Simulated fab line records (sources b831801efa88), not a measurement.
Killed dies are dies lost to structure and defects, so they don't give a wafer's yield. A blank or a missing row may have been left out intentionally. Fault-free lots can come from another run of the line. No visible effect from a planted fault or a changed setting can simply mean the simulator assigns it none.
8D (eight disciplines) problem report, filled in by code || flow sky130 || the parts of the form that need people (team, actions taken, sign-off) are left out

1. WHAT WENT WRONG
SKY_METAL1_STRIP_20, strip_time_to_endpoint_s: mean 1.14 s over 1 wafer from 1 lot; wafers with no fault: 2.72 s, standard deviation 0.041. That puts it -39 standard deviations away from the usual mean.
The step: strips in O2/N2.
Seen first at day 34 19:41 on plasma_asher-03, wafer L858.4. The record holds 39 wafers of 13 lots with a number at this step. The rule behind "out" and "out of limits": a value lying over 4 standard deviations away from the usual mean. The rest of the wafers with a number are treated as sound.

2. WHAT THIS IS AND IS NOT
{"question": "which readings at this step", "is": "strip_time_to_endpoint_s, oes_product_au", "is not": "drypump_motor_current_A"}
{"question": "which lots", "is": "L858", "is not": "L852, L853, L854, L857, L860, L867, L868, L870, L872, L873, L874, L875"}
{"question": "which wafers of those lots", "is": "L858.4", "is not": "L858.3, L858.6"}
{"question": "read on which tools", "is": "plasma_asher-03", "is not": "plasma_asher-01, plasma_asher-04"}
{"question": "when", "is": "from day 34 19:41", "is not": "up to then (14 sound wafers); but 24 sound wafers of L860, L867, L868, L870, L872, L873, L874, L875 came after"}

3. SUSPECTS, AND WHAT RULES EACH OUT
Counting: a tool at a process step up to the reading stays a suspect if it ran every lot that is out. Sound lots after the first of them don't rule it out here, since some wafers of a struck lot are sound.
- rie_metal-04 at SKY_METAL1_METAL_ETCH_19 (etches the open film in Cl2/BCl3, stops on SiO2, target depth 360 nm, time 78 s): kept. It ran the lot that is out, L858 (day 34 19:36); its last sound lot up to then is L853 (day 33 11:43).
- plasma_asher-03 at SKY_METAL1_STRIP_20 (strips in O2/N2): kept. It ran the lot that is out, L858 (day 34 19:41); its last sound lot up to then is L852 (day 32 16:25). On those wafers its own readings are out: oes_product_au, strip_time_to_endpoint_s.
- At SKY_METAL1_METAL_ETCH_19 on rie_metal-04, chamber 0 took the sound wafers of the same lots and chamber 1 took the wafers that are out.
Remaining after the count are rie_metal-04 at SKY_METAL1_METAL_ETCH_19 and plasma_asher-03 at SKY_METAL1_STRIP_20.

4. THE CAUSE (what the simulator had put in)
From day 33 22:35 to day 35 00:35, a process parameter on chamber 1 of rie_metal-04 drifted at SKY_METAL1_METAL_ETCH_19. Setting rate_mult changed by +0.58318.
Counting left 2 suspects, and this tool is among them.

5. THE CHAIN OF EFFECTS, in route order
Each row: a reading where the mean over the struck wafers with a number is more than 3 standard deviations away from the usual. Only readings for which the record gives a usual standard deviation are gone through. hours: the time from each lot's start at the first step in this table that gives one to its start at this step, as a median over the lots. sigmas: the change in usual standard deviations.
{"hours": 0, "step": "SKY_METAL1_STRIP_20", "reading": "oes_product_au", "usual": "0.344 a.u.", "on struck wafers": 0.273, "change": -0.071, "sigmas": -15}
{"hours": 0, "step": "SKY_METAL1_STRIP_20", "reading": "strip_time_to_endpoint_s", "usual": "2.72 s", "on struck wafers": 1.14, "change": -1.58, "sigmas": -39}
Here are the process steps it includes:
- SKY_METAL1_STRIP_20: strips in O2/N2.

6. HOW IT WOULD HAVE BEEN CAUGHT EARLIER
In this record no reading fell out of limits until day 34 19:41, 21 hours after the fault had begun at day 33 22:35.
An alarm limit of 4 standard deviations would not have fired on the tool readings at SKY_METAL1_METAL_ETCH_19 for which the record gives a usual standard deviation, since none of them was out on any struck wafer.
By day 34 19:41 the whole set of lots that are out, 1 in number, had already begun SKY_METAL1_METAL_ETCH_19 on rie_metal-04. Tool hold at that time: it would have spared none of them.
